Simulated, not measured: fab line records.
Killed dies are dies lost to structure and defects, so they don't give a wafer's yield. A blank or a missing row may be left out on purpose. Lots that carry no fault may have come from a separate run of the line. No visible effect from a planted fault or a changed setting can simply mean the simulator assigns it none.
Comparing a struck lot with a sound one | flow sky130 | 17 out of 708 route steps
Sound: these wafers, L182.1, L182.2, L182.3. The struck wafers were L193.1, L193.5, L193.6. The cause comes at the end.
At each step with rows: each side's tool, then ch and its chambers, then its first start. Under that, the readings that differ: sound wafers | struck wafers | difference of the means | sigmas: that difference in standard deviations of wafers without a fault.
alike: readings whose means differ by less than 2 such deviations, and words and numbers that are the same on both sides. not compared: withheld readings, readings that some wafer has no value for, bounds like >300 that may hide the same value, and numbers for which the record gives no deviation and whose values overlap.
Wherever a step has rows on one side only, a row that says differs or no value, or a row with sigmas, the two part there. When numbers do not overlap yet have no deviation, they are printed without sigmas and do not part them. Lack of a reading on every wafer of one side parts them only where that side has two or more wafers.

first, 1 step without rows for these wafers: SKY_LDD_N_IMPLANT_15.
SKY_LDD_N_STRIP_16: strips in O2/N2.
  sound on plasmaAsher-04 ch 0,1, day 21 04:47; struck on plasmaAsher-02 ch 0,1, day 25 03:25
  alike: drypumpMotorCurrentA, oesProductAu, stripTimeToEndpointS
  not compared: rfHoursCounterH
SKY_LDD_N_TW_MEAS_17:
  struck on filmMetro-02, day 25 03:31; sound on filmMetro-01, day 21 04:53
reading  | sound          | struck         | difference | sigmas
LDD_N_TW | 2583 2607 2600 | 2573 2560 2560 | -32        | -2
then, 7 steps without rows for these wafers: SKY_LDD_P_DEHYDRATE_00 (time 60 s); SKY_LDD_P_HMDS_01 (prime time 60 s); SKY_LDD_P_COAT_02 (resist thk 1140 nm); SKY_LDD_P_SOFTBAKE_03 (time 60 s); SKY_LDD_P_EXPOSE_04 (exposes mask PSDM, target cd 380 nm); SKY_LDD_P_PEB_05; SKY_LDD_P_DEVELOP_06 (develop time 60 s).
SKY_LDD_P_CD_MEAS_07: target cd 380 nm.
  struck on cdSem-01, day 26 08:25; sound on cdSem-02, day 22 11:59
  alike: cdNm
SKY_LDD_P_OVL_MEAS_08:
  struck on overlay-01, day 26 08:32; sound on overlay-02, day 22 12:07
  alike: LDD_P_OVL
SKY_LDD_P_IMPLANT_09:
  sound on implanter-01 ch 0, day 22 12:09; struck on implanter-01 ch 0, day 26 08:34
reading          | sound             | struck         | difference | sigmas
beamOnS (s)      | 10.26 10.20 10.10 | 8.00 8.01 7.79 | -2.25      | -11
faradayCurrentUA | 55.0 55.5 55.9    | 70.6 70.0 72.2 | +15.5      | +14
SKY_LDD_P_STRIP_10: strips in O2/N2.
  sound on plasmaAsher-01 ch 0,1, day 22 12:18; struck on plasmaAsher-03 ch 0,1, day 26 08:43
  alike: drypumpMotorCurrentA, oesProductAu, stripTimeToEndpointS
  not compared: rfHoursCounterH
SKY_LDD_P_TW_MEAS_11:
  struck on filmMetro-02, day 26 08:49; sound on filmMetro-03, day 22 12:24
reading  | sound       | struck      | difference | sigmas
LDD_P_TW | 626 626 628 | 594 597 597 | -31        | -6
then, 1 step without rows for these wafers: SKY_LDD_HVN_DEHYDRATE_00 (time 60 s).
-- the record jumps here: 24 days lie between the struck wafers' starts before and after (it left off in module LDD_HVN and takes up again in module PAD_OPEN, whose first step shown is number 708 of the route) --
SKY_PAD_OPEN_PROBE_99:
  struck on prober-01, day 50 11:58; sound on prober-01, day 48 09:01
reading                  | sound          | struck         | difference | sigmas
killed_at_M4_up          | 8 4 8          | 4 1 3          | -4         | -2
killedShort              | 57 50 35       | 34 34 35       | -13        | -2
model.etest.tipP.rsOhmSq | 6742 6739 6747 | 8412 8456 8403 | +1681      | 
  alike: killed_at_M0_to_M3, killedAtContacts, killedAtFrontEnd, killedAtOther, killedDies, killedOpen
  not compared: model.etest.tipP.rsOhmSqRange

WHERE THEY PART
First at SKY_LDD_N_TW_MEAS_17; last, within this record, at SKY_PAD_OPEN_PROBE_99.

WHY: the cause the simulator had injected
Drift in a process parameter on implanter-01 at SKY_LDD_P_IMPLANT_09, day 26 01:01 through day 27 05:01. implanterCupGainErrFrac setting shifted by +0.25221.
